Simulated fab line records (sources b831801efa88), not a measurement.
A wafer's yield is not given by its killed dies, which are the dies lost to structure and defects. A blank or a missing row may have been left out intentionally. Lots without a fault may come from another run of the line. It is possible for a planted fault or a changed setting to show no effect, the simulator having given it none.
fab line records + flow gf180mcu
record:
- lots: 13
- wafers: 39
- lastDay: 35
route steps=602 shown M4@458 V4@478
lots untouched by any fault: they come from a run of this same line in which no faults occurred
startH: the number of hours between the record's first day and the start of the first shown wafer of the lot + waitH: time in hours since the lot's previous step + " unchanged from the row above + L1.1+2: one row covering several wafers at once + - no value, or no start was given + * or withheld: withheld + < > ~ a bound
route shown NAME@n: NAME is a module with steps in the file, n the number in the route of the first one + usual: mean/standard deviation taken from wafers without a fault + same: alike in all rows + chamber/n: place in a boat + sites: readings site by site + _std_site: standard deviation across them + _edge_site: the outer-site mean with the inner-site mean subtracted + radiusMm: how far each site lies from the wafer's centre + mask NAME#n: copy n + behind: the most recent tool/chamber to have shaped the wafer + hold: why the lot went on hold/how many hours it stayed there/how the hold came to an end + device: whichever transistor did not switch (one of n, p or np) + end of line: tests run on the same wafers once the route is complete + a step without rows: its recipe alone + killed: dies lost to structure and defects at the first sort, not the wafer's yield + map: a wafer's dies, marking killed ones x, the rest . and places with no die _
set.NAME: setting as actually run; set.NAME@STEP: the setting as run at that earlier step + model.NAME: the simulator's own value behind a step, which no gauge read
a sample of lots followed through the steps of the route, with each step as a table and each wafer as a row
services: when a tool's chamber went out of use (startH, in hours from the record's first day, below 0 if earlier), for how many hours, and the reason
== steps ==
step: GF_M4_SPUTTER_02
recipe:
- material: AlCu
- targetThkNm: 450
- powerW: 10600
- timeS: 24.84
- chamberPressurePa: 0.4
usual:
- throttleValvePct: 29.9/0.74
| lot.wafer | tool          | chamber | startH | waitH | throttleValvePct |
|-----------|---------------|---------|--------|-------|------------------|
| L591.2    | pvdSputter-02 | -       | 541.43 | 0.0   | 30.3             |
| L591.3    | "             | -       | "      | "     | 30.2             |
| L591.4    | "             | -       | "      | "     | 29.9             |
| L592.4    | pvdSputter-02 | -       | 551.28 | 0.0   | 30.0             |
| L592.5    | "             | -       | "      | "     | 29.9             |
| L592.6    | "             | -       | "      | "     | 29.6             |
| L593.1    | pvdSputter-01 | -       | 553.04 | 0.0   | 31.2             |
| L593.2    | "             | -       | "      | "     | 30.4             |
| L593.3    | "             | -       | "      | "     | 30.3             |
| L598.1    | pvdSputter-01 | -       | 599.70 | 0.0   | 29.2             |
| L598.5    | "             | -       | "      | "     | 30.1             |
| L598.6    | "             | -       | "      | "     | 30.3             |
| L605.1    | pvdSputter-01 | -       | 641.39 | 0.0   | 31.1             |
| L605.3    | "             | -       | "      | "     | 30.3             |
| L605.4    | "             | -       | "      | "     | 28.9             |
| L607.4    | pvdSputter-04 | -       | 657.36 | 0.0   | 30.2             |
| L607.5    | "             | -       | "      | "     | 29.7             |
| L607.6    | "             | -       | "      | "     | 27.6             |
| L608.1    | pvdSputter-02 | -       | 665.24 | 0.0   | 29.6             |
| L608.3    | "             | -       | "      | "     | 30.4             |
| L608.6    | "             | -       | "      | "     | 29.6             |
| L609.3    | pvdSputter-02 | -       | 669.99 | 0.0   | 29.2             |
| L609.4    | "             | -       | "      | "     | 29.7             |
| L609.6    | "             | -       | "      | "     | 30.1             |
| L610.1    | pvdSputter-02 | -       | 672.26 | 0.0   | 29.5             |
| L610.3    | "             | -       | "      | "     | 30.0             |
| L610.4    | "             | -       | "      | "     | 30.3             |
| L611.1    | pvdSputter-02 | -       | 680.66 | 0.0   | 30.0             |
| L611.2    | "             | -       | "      | "     | 30.0             |
| L611.3    | "             | -       | "      | "     | 29.6             |
| L612.1    | pvdSputter-01 | -       | 688.69 | 0.0   | 31.0             |
| L612.3    | "             | -       | "      | "     | 29.1             |
| L612.6    | "             | -       | "      | "     | 29.2             |
| L613.2    | pvdSputter-04 | -       | 694.41 | 0.0   | 30.0             |
| L613.4    | "             | -       | "      | "     | 29.2             |
| L613.5    | "             | -       | "      | "     | 30.1             |
| L614.3    | pvdSputter-04 | -       | 704.46 | 0.0   | 30.1             |
| L614.5    | "             | -       | "      | "     | 30.3             |
| L614.6    | "             | -       | "      | "     | 27.5             |
step: GF_M4_THK_MEAS_06
recipe:
- thkMeasGauge: xrf
- reads: AlCu_of_M4_SPUTTER_02
usual:
- M4_ALCU_THK: 470/5
| lot.wafer | tool         | chamber | startH | waitH | M4_ALCU_THK[nm] |
|-----------|--------------|---------|--------|-------|-----------------|
| L591.2    | filmMetro-04 | -       | 541.65 | 0.1   | 473             |
| L591.3    | "            | -       | "      | "     | 474             |
| L591.4    | "            | -       | "      | "     | 478             |
| L592.4    | filmMetro-03 | -       | 551.52 | 0.1   | 477             |
| L592.5    | "            | -       | "      | "     | 476             |
| L592.6    | "            | -       | "      | "     | 472             |
| L593.1    | filmMetro-04 | -       | 553.25 | 0.1   | 473             |
| L593.2    | "            | -       | "      | "     | 474             |
| L593.3    | "            | -       | "      | "     | 476             |
| L598.1    | filmMetro-02 | -       | 599.91 | 0.1   | 471             |
| L598.5    | "            | -       | "      | "     | 464             |
| L598.6    | "            | -       | "      | "     | 466             |
| L605.1    | filmMetro-02 | -       | 641.60 | 0.1   | 468             |
| L605.3    | "            | -       | "      | "     | 466             |
| L605.4    | "            | -       | "      | "     | 467             |
| L607.4    | filmMetro-02 | -       | 657.60 | 0.1   | 464             |
| L607.5    | "            | -       | "      | "     | 466             |
| L607.6    | "            | -       | "      | "     | 469             |
| L608.1    | filmMetro-02 | -       | 665.45 | 0.1   | 465             |
| L608.3    | "            | -       | "      | "     | 468             |
| L608.6    | "            | -       | "      | "     | 469             |
| L609.3    | filmMetro-02 | -       | 670.22 | 0.1   | 463             |
| L609.4    | "            | -       | "      | "     | 474             |
| L609.6    | "            | -       | "      | "     | 472             |
| L610.1    | filmMetro-04 | -       | 672.47 | 0.1   | 465             |
| L610.3    | "            | -       | "      | "     | 470             |
| L610.4    | "            | -       | "      | "     | 472             |
| L611.1    | filmMetro-03 | -       | 680.87 | 0.1   | 465             |
| L611.2    | "            | -       | "      | "     | 471             |
| L611.3    | "            | -       | "      | "     | 463             |
| L612.1    | filmMetro-04 | -       | 688.90 | 0.1   | 474             |
| L612.3    | "            | -       | "      | "     | 472             |
| L612.6    | "            | -       | "      | "     | 471             |
| L613.2    | filmMetro-04 | -       | 694.63 | 0.1   | 467             |
| L613.4    | "            | -       | "      | "     | 470             |
| L613.5    | "            | -       | "      | "     | 470             |
| L614.3    | filmMetro-03 | -       | 704.69 | 0.1   | 473             |
| L614.5    | "            | -       | "      | "     | 478             |
| L614.6    | "            | -       | "      | "     | 478             |
step: GF_V4_CVD_02
recipe:
- material: SiO2
- targetThkNm: 850
- precursor: TEOS
- tempC: 400
- timeS: 94.851
- rfW: 600
usual:
- heaterPowerW: 654/110
| lot.wafer | tool     | chamber | startH | waitH | heaterPowerW |
|-----------|----------|---------|--------|-------|--------------|
| L591.2    | pecvd-03 | 2       | 565.03 | 0.0   | 697          |
| L591.3    | "        | 1       | "      | "     | 587          |
| L591.4    | "        | 2       | "      | "     | 555          |
| L592.4    | pecvd-02 | 1       | 573.23 | 0.1   | 671          |
| L592.5    | "        | 2       | "      | "     | 714          |
| L592.6    | "        | 0       | "      | "     | 543          |
| L593.1    | pecvd-03 | 1       | 574.70 | 0.1   | 556          |
| L593.2    | "        | 2       | "      | "     | 665          |
| L593.3    | "        | 1       | "      | "     | 598          |
| L598.1    | pecvd-03 | 0       | 622.03 | 0.1   | 743          |
| L598.5    | "        | 2       | "      | "     | 673          |
| L598.6    | "        | 0       | "      | "     | 764          |
| L605.1    | pecvd-01 | 0       | 662.29 | 0.1   | 562          |
| L605.3    | "        | 1       | "      | "     | 781          |
| L605.4    | "        | 2       | "      | "     | 701          |
| L607.4    | pecvd-02 | 2       | 678.28 | 0.1   | 607          |
| L607.5    | "        | 0       | "      | "     | 495          |
| L607.6    | "        | 1       | "      | "     | 724          |
| L608.1    | pecvd-01 | 0       | 685.98 | 0.1   | 638          |
| L608.3    | "        | 2       | "      | "     | 747          |
| L608.6    | "        | 2       | "      | "     | 596          |
| L609.3    | pecvd-02 | 1       | 690.09 | 0.0   | 664          |
| L609.4    | "        | 1       | "      | "     | 711          |
| L609.6    | "        | 0       | "      | "     | 509          |
| L610.1    | pecvd-01 | 1       | 692.75 | 0.1   | 780          |
| L610.3    | "        | 0       | "      | "     | 675          |
| L610.4    | "        | 0       | "      | "     | 537          |
| L611.1    | pecvd-03 | 1       | 701.26 | 0.1   | 648          |
| L611.2    | "        | 2       | "      | "     | 593          |
| L611.3    | "        | 0       | "      | "     | 753          |
| L612.1    | pecvd-02 | 1       | 708.92 | 0.1   | 733          |
| L612.3    | "        | 0       | "      | "     | 426          |
| L612.6    | "        | 0       | "      | "     | 449          |
| L613.2    | pecvd-02 | 2       | 714.04 | 0.0   | 633          |
| L613.4    | "        | 1       | "      | "     | 696          |
| L613.5    | "        | 0       | "      | "     | 481          |
| L614.3    | pecvd-01 | 0       | 723.36 | 0.0   | 600          |
| L614.5    | "        | 2       | "      | "     | 694          |
| L614.6    | "        | 0       | "      | "     | 652          |
step: GF_V4_CMP_04
recipe:
- material: SiO2
- downForcePsi: 4
- platenRpm: 60
- padVelocityMS: 0.94248
usual:
- motorCurrentA: 12.5/0.64
- timeToEndpointS: 79/7.1
| lot.wafer | tool   | chamber | startH | waitH | motorCurrentA | timeToEndpointS |
|-----------|--------|---------|--------|-------|---------------|-----------------|
| L591.4    | cmp-02 | 0       | 565.24 | 0.1   | 13.3          | 96              |
| L591.3    | "      | 1       | "      | "     | 11.4          | 83              |
| L591.2    | "      | 2       | "      | "     | 13.3          | 88              |
| L592.4    | cmp-01 | 1       | 573.43 | 0.1   | 12.2          | 80              |
| L592.5    | "      | 3       | "      | "     | 12.9          | 79              |
| L592.6    | "      | 0       | "      | "     | 12.3          | 76              |
| L593.3    | cmp-01 | 3       | 574.91 | 0.1   | 12.4          | 70              |
| L593.2    | "      | 0       | "      | "     | 12.0          | 66              |
| L593.1    | "      | 1       | "      | "     | 12.0          | 68              |
| L598.1    | cmp-01 | 0       | 622.26 | 0.1   | 12.5          | 71              |
| L598.5    | "      | 2       | "      | "     | 12.0          | 21              |
| L598.6    | "      | 3       | "      | "     | 12.8          | 21              |
| L605.3    | cmp-02 | 1       | 662.42 | 0.0   | 11.1          | 75              |
| L605.4    | "      | 2       | "      | "     | 14.2          | 77              |
| L605.1    | "      | 0       | "      | "     | 13.2          | 81              |
| L607.4    | cmp-01 | 3       | 678.75 | 0.4   | 12.7          | 86              |
| L607.6    | "      | 1       | "      | "     | 12.3          | 81              |
| L607.5    | "      | 2       | "      | "     | 11.9          | 85              |
| L608.1    | cmp-01 | 3       | 686.94 | 0.9   | 12.4          | 77              |
| L608.3    | "      | 0       | "      | "     | 12.9          | 72              |
| L608.6    | "      | 3       | "      | "     | 12.0          | 83              |
| L609.3    | cmp-01 | 3       | 690.41 | 0.2   | 12.1          | 75              |
| L609.4    | "      | 0       | "      | "     | 12.7          | 79              |
| L609.6    | "      | 3       | "      | "     | 12.5          | 81              |
| L610.3    | cmp-01 | 1       | 693.00 | 0.2   | 12.3          | 76              |
| L610.1    | "      | 2       | "      | "     | 12.8          | 77              |
| L610.4    | "      | 3       | "      | "     | 11.8          | 82              |
| L611.2    | cmp-02 | 2       | 701.44 | 0.1   | 13.3          | 82              |
| L611.1    | "      | 3       | "      | "     | 12.7          | 86              |
| L611.3    | "      | 0       | "      | "     | 13.2          | 87              |
| L612.1    | cmp-02 | 0       | 709.05 | 0.1   | 13.0          | 80              |
| L612.3    | "      | 1       | "      | "     | 11.1          | 78              |
| L612.6    | "      | 1       | "      | "     | 11.6          | 84              |
| L613.2    | cmp-02 | 0       | 714.17 | 0.0   | 13.0          | 79              |
| L613.4    | "      | 2       | "      | "     | 14.1          | 82              |
| L613.5    | "      | 1       | "      | "     | 12.1          | 83              |
| L614.3    | cmp-02 | 3       | 723.58 | 0.1   | 13.3          | 84              |
| L614.5    | "      | 1       | "      | "     | 11.4          | 81              |
| L614.6    | "      | 2       | "      | "     | 12.7          | 79              |
step: GF_V4_ETCH_17
recipe:
- chemistry: C4F8/O2/Ar
- maskMaterial: KrF
- target: SiO2
- stopOn: TiN
- sourceW: 1455
- biasW: 1200
- pressureMtorr: 40
- c4f8FlowSccm: withheld
- O2_flow_sccm: 6
- Ar_flow_sccm: 300
- timeS: withheld
- targetDepthA: 6300
usual:
- oesProductAu: 0.856/0.0047
| lot.wafer | tool       | chamber | startH | waitH | oesProductAu |
|-----------|------------|---------|--------|-------|--------------|
| L591.2    | rieDiel-01 | 2       | -      | -     | 0.863        |
| L591.3    | "          | 1       | "      | "     | 0.865        |
| L591.4    | "          | 2       | "      | "     | 0.853        |
| L592.4    | rieDiel-02 | 0       | -      | -     | 0.858        |
| L592.5    | "          | 2       | "      | "     | 0.865        |
| L592.6    | "          | 3       | "      | "     | 0.865        |
| L593.1    | rieDiel-04 | 3       | -      | -     | 0.855        |
| L593.2    | "          | 1       | "      | "     | 0.850        |
| L593.3    | "          | 0       | "      | "     | 0.855        |
| L598.1    | rieDiel-02 | 0       | -      | -     | 0.856        |
| L598.5    | "          | 0       | "      | "     | 0.972        |
| L598.6    | "          | 3       | "      | "     | 0.976        |
| L605.1    | rieDiel-01 | 0       | -      | -     | 0.854        |
| L605.3    | "          | 3       | "      | "     | 0.859        |
| L605.4    | "          | 2       | "      | "     | 0.854        |
| L607.4    | rieDiel-04 | 2       | -      | -     | 0.851        |
| L607.5    | "          | 3       | "      | "     | 0.858        |
| L607.6    | "          | 2       | "      | "     | 0.857        |
| L608.1    | rieDiel-01 | 1       | -      | -     | 0.856        |
| L608.3    | "          | 2       | "      | "     | 0.856        |
| L608.6    | "          | 0       | "      | "     | 0.851        |
| L609.3    | rieDiel-04 | 3       | -      | -     | 0.848        |
| L609.4    | "          | 0       | "      | "     | 0.854        |
| L609.6    | "          | 1       | "      | "     | 0.852        |
| L610.1    | rieDiel-01 | 1       | -      | -     | 0.856        |
| L610.3    | "          | 0       | "      | "     | 0.855        |
| L610.4    | "          | 1       | "      | "     | 0.858        |
| L611.1    | rieDiel-04 | 1       | -      | -     | 0.852        |
| L611.2    | "          | 3       | "      | "     | 0.855        |
| L611.3    | "          | 0       | "      | "     | 0.863        |
| L612.1    | rieDiel-01 | 1       | -      | -     | 0.862        |
| L612.3    | "          | 3       | "      | "     | 0.851        |
| L612.6    | "          | 0       | "      | "     | 0.854        |
| L613.2    | rieDiel-02 | 1       | -      | -     | 0.858        |
| L613.4    | "          | 3       | "      | "     | 0.854        |
| L613.5    | "          | 1       | "      | "     | 0.854        |
| L614.3    | rieDiel-01 | 2       | -      | -     | 0.855        |
| L614.5    | "          | 0       | "      | "     | 0.853        |
| L614.6    | "          | 1       | "      | "     | 0.848        |
== services ==
| tool          | chamber | startH | hours | kind   |
|---------------|---------|--------|-------|--------|
| rieDiel-02    | 3       | 519.65 | 2.0   | repair |
| cmp-02        | -       | 525.81 | 0.3   | repair |
| pvdSputter-01 | -       | 539.03 | 2.9   | repair |
| pecvd-01      | -       | 556.41 | 3.5   | repair |
| pecvd-03      | 0       | 564.65 | 22.4  | repair |
| cmp-02        | -       | 572.23 | 4.0   | pm     |
| pecvd-02      | -       | 591.12 | 14.0  | pm     |
| pvdSputter-01 | -       | 593.55 | 0.6   | repair |
| rieDiel-01    | 2       | 598.86 | 72.4  | repair |
| pecvd-03      | -       | 615.59 | 5.8   | repair |
| pecvd-02      | -       | 622.52 | 5.5   | pm     |
| pvdSputter-02 | -       | 632.31 | 5.7   | repair |
| rieDiel-01    | -       | 637.35 | 3.9   | repair |
| rieDiel-04    | -       | 650.30 | 2.8   | pm     |
| rieDiel-04    | 0       | 655.82 | 4.4   | repair |
| pecvd-02      | 0       | 662.03 | 15.4  | repair |
| pvdSputter-01 | -       | 662.82 | 0.5   | repair |
| rieDiel-01    | 0       | 663.17 | 4.6   | repair |
| rieDiel-04    | 3       | 671.99 | 10.8  | repair |
| cmp-02        | -       | 677.42 | 23.6  | pm     |
| pvdSputter-01 | -       | 697.10 | 1.8   | repair |
| rieDiel-01    | 2       | 700.19 | 6.2   | repair |
| pecvd-02      | 1       | 733.07 | 4.3   | repair |
| cmp-01        | -       | 736.33 | 4.5   | pm     |
== key ==
firstSign:
- step: GF_V4_CMP_04
- reading: timeToEndpointS
- direction: down
- sigmas: 8.2
- usual: *
- struck: *
effect:
- step: GF_V4_ETCH_17
- reading: oesProductAu
- direction: up
- sigmas: 25
- usual: 0.856
- struck: 0.974
metAt GF_V4_CMP_04
struckLots L598
struckWafers L598.5,L598.6
sortLeftOut L598.5,L598.6
notActingAt GF_M4_SPUTTER_02,GF_M4_THK_MEAS_06,GF_V4_CVD_02
onsetBetween 574.91 622.26
fault:
- kind: processParameterDrift
- tool: cmp-01
- chamber: -
- onsetH: 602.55
- steps: GF_V4_CMP_04
- channel: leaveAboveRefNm
- offset: 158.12
- shape: step
- endH: 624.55
- scope: struckWafersOnly
- actsIn: theseRecipesOnly
- stated: 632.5
sortLeftOut: the simulated sort isn't trusted on such a fault, so these wafers' sort isn't shown, and their yield isn't known
